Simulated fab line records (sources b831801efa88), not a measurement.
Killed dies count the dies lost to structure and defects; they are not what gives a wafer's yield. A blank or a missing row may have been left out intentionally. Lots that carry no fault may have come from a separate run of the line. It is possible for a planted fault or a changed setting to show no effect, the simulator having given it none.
The same fault as seen by 2 desks	flow gf180mcu	each desk holds nothing but its own numbers, with what lay behind them at the end

== FROM THE METROLOGY DESK ==
What the gauges read for every lot (on any tool): the sampled wafers with a number, averaged. Marked OUT: a lot whose mean sits more than 4 standard deviations from the usual mean, which makes it out of limits; the brackets give that distance. Of its 8 readings 7 are shown: those that lie furthest out on some lot.
Columns: A = HV_LDD_2_TW at GF_HV_LDD_TW_MEAS_23, usual 1066; B = cdNm at GF_HV_LDD_CD_MEAS_31, usual 395.2 nm; C = HV_LDD_3_TW at GF_HV_LDD_TW_MEAS_38, usual 1448; D = cdNm at GF_HV_LDD_CD_MEAS_46, usual 399.6 nm; E = HV_LDD_03_OVL at GF_HV_LDD_OVL_MEAS_47, usual 0.9 nm; F = HV_LDD_4_TW at GF_HV_LDD_TW_MEAS_50, usual 575; G = HV_LDD_RS at GF_HV_LDD_RS_MEAS_53, usual 418.6 ohm/sq
lot	first seen here	A	B	C	D	E	F	G
L211	day 12 23:13	1068	399.2	1457	398.9	1.3	568	419.8
L212	day 13 07:29	1067	391.6	1438	403.0	4.5	573	418.5
L217	day 14 21:28	1059	394.4	1469	400.6	0.5	575	415.9
L219	day 15 21:10	1075	397.4	1469	396.8	-1.0	573	415.3
L223	day 17 00:32	1070	396.8	1451	402.5	2.8	578	417.6
L227	day 18 01:01	1067	393.8	1450	403.4	0.4	575	417.0
This desk's verdict: no lot among the 6 shows anything out of limits.

== AT THE TOOL OWNER'S DESK: implanter-04 ==
For each lot that ran on this tool, the mean over its sampled wafers that have a number, from the tool's own readings at GF_HV_LDD_IMPLANT_34. Marked OUT: a lot whose mean sits more than 4 standard deviations from the usual mean, which makes it out of limits; the brackets give that distance.
Columns: A = doseIonsCm2 at GF_HV_LDD_IMPLANT_34, usual 7.5e+12; B = faradayCurrentUA at GF_HV_LDD_IMPLANT_34, usual 42.4
lot	first seen here	A	B
L212	day 14 04:27	7.5e+12	42.2
L217	day 15 18:58	8.4e+12 (+99) OUT	48.7 (+8.4) OUT
L219	day 16 19:52	8.4e+12 (+99 or more) OUT	46.6 (+5.6) OUT
This desk finds L217, L219 out of limits, L217 being first, at day 15 18:58 (doseIonsCm2 at GF_HV_LDD_IMPLANT_34). L212 stayed within limits.

== PUT TOGETHER ==
On L217, L219, at day 15 18:58, an alarm was possible from the tool owner's desk.
At the metrology desk, nothing out of limits was observed.
The metrology desk has L217, L219 on record, within its limits.
All the named lots went through GF_HV_LDD_IMPLANT_34 on implanter-04.

== WHAT THE SIMULATOR HAD INSERTED ==
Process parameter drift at GF_HV_LDD_IMPLANT_34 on implanter-04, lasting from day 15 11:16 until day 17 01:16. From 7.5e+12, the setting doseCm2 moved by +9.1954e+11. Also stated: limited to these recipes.
Shown lots that were struck: L217, L219.
Time in hours from fault onset to the first out-of-limits reading at each desk: the tool owner's desk, 8.
